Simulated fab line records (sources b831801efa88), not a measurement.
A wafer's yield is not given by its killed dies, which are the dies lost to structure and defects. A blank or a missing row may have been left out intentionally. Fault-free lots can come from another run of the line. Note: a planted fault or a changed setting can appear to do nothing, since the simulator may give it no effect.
The tool behind it: which one? || flow gf180mcu || Sampling: 13 lots, 39 wafers, 2 of 602 route steps

## WHAT THE GAUGES READ, wafer by wafer
GF_POLY_GATE_CD_MEAS_18. Usual: cdNm at 279.5 nm, with a standard deviation of 2.3.
{"lot": "L914", "measured": "day 9 13:05", "on": "cdSem-02", "cdNm (nm)": "278.8 279.5 281.6", "flag": ""}
{"lot": "L916", "measured": "day 10 03:20", "on": "cdSem-01", "cdNm (nm)": "280.4 280.7 282.8", "flag": ""}
{"lot": "L917", "measured": "day 10 15:50", "on": "cdSem-02", "cdNm (nm)": "278.6 278.4 279.4", "flag": ""}
{"lot": "L918", "measured": "day 10 15:56", "on": "cdSem-01", "cdNm (nm)": "278.3 278.4 276.7", "flag": ""}
{"lot": "L919", "measured": "day 11 06:57", "on": "cdSem-02", "cdNm (nm)": "279.3 279.9 277.8", "flag": ""}
{"lot": "L920", "measured": "day 11 07:05", "on": "cdSem-02", "cdNm (nm)": "279.5 275.3 279.7", "flag": ""}
{"lot": "L923", "measured": "day 12 10:05", "on": "cdSem-02", "cdNm (nm)": "281.6 280.1 283.9", "flag": ""}
{"lot": "L925", "measured": "day 12 23:03", "on": "cdSem-02", "cdNm (nm)": "278.3 279.5 278.4", "flag": ""}
{"lot": "L926", "measured": "day 13 01:35", "on": "cdSem-01", "cdNm (nm)": "280.0 276.6 279.1", "flag": ""}
{"lot": "L928", "measured": "day 13 20:49", "on": "cdSem-02", "cdNm (nm)": "280.7 279.5 278.5", "flag": ""}
{"lot": "L932", "measured": "day 15 03:48", "on": "cdSem-01", "cdNm (nm)": "276.0 276.6 277.9", "flag": ""}
{"lot": "L933", "measured": "day 15 11:33", "on": "cdSem-02", "cdNm (nm)": "277.7 279.5 280.0", "flag": ""}
{"lot": "L934", "measured": "day 15 13:59", "on": "cdSem-02", "cdNm (nm)": "280.5 279.6 281.0", "flag": ""}

GF_SAB_THK_MEAS_01. Usual: SAB_CVD_00_THK gives 50.2 nm (standard deviation 0.66).
{"lot": "L914", "measured": "day 14 15:53", "on": "filmMetro-03", "SAB_CVD_00_THK (nm)": "49.5 51.0 51.3", "flag": ""}
{"lot": "L916", "measured": "day 15 07:10", "on": "filmMetro-02", "SAB_CVD_00_THK (nm)": "50.1 50.9 50.8", "flag": ""}
{"lot": "L917", "measured": "day 15 22:01", "on": "filmMetro-02", "SAB_CVD_00_THK (nm)": "50.7 50.8 51.2", "flag": ""}
{"lot": "L918", "measured": "day 15 22:19", "on": "filmMetro-03", "SAB_CVD_00_THK (nm)": "49.7 50.1 51.2", "flag": ""}
{"lot": "L919", "measured": "day 16 16:58", "on": "filmMetro-01", "SAB_CVD_00_THK (nm)": "49.1 50.2 49.1", "flag": ""}
{"lot": "L920", "measured": "day 16 18:26", "on": "filmMetro-01", "SAB_CVD_00_THK (nm)": "49.4 50.7 49.6", "flag": ""}
{"lot": "L923", "measured": "day 17 22:31", "on": "filmMetro-02", "SAB_CVD_00_THK (nm)": "49.8 51.0 49.7", "flag": ""}
{"lot": "L925", "measured": "day 18 15:44", "on": "filmMetro-03", "SAB_CVD_00_THK (nm)": "50.6 50.8 49.9", "flag": ""}
{"lot": "L926", "measured": "day 18 17:16", "on": "filmMetro-03", "SAB_CVD_00_THK (nm)": "49.8 49.6 49.6", "flag": ""}
{"lot": "L928", "measured": "day 19 18:44", "on": "filmMetro-02", "SAB_CVD_00_THK (nm)": "49.7 50.9 51.0", "flag": ""}
{"lot": "L932", "measured": "day 21 04:49", "on": "filmMetro-01", "SAB_CVD_00_THK (nm)": "49.4 50.2 51.2", "flag": ""}
{"lot": "L933", "measured": "day 21 12:38", "on": "filmMetro-02", "SAB_CVD_00_THK (nm)": "49.1 50.6 50.8", "flag": ""}
{"lot": "L934", "measured": "day 21 15:52", "on": "filmMetro-02", "SAB_CVD_00_THK (nm)": "50.1 50.5 51.3", "flag": ""}

## WHAT TOOL EACH LOT RAN ON (gives the tool, then ch and the chambers of the sampled wafers, and finally the start)
The record holds no process step before these readings.

## WHAT THE TOOLS THEMSELVES READ (means of the sampled wafers that have a number; where no wafer has one, the mark that the record gives instead)
The record holds no such reading with a usual standard deviation.

## THE ANSWER, worked out from the rows above alone
Rule: lot off if the mean of its wafers having a number is beyond 3 standard deviations from the usual mean. Also off: a lot with no number at a reading for which 4 or more lots have one. Any other lot the step has rows for is counted as sound. Order of review: gauges by route order, followed by the tools' own readings, for which a lot's mean as printed above is used. The first step at which some lot is off is used, and at that step the reading that is off furthest; a lot without a number counts as furthest.
No lot is off on any of the readings shown, so nothing can be concluded from this.

## WHAT THE SIMULATOR HAD INSERTED
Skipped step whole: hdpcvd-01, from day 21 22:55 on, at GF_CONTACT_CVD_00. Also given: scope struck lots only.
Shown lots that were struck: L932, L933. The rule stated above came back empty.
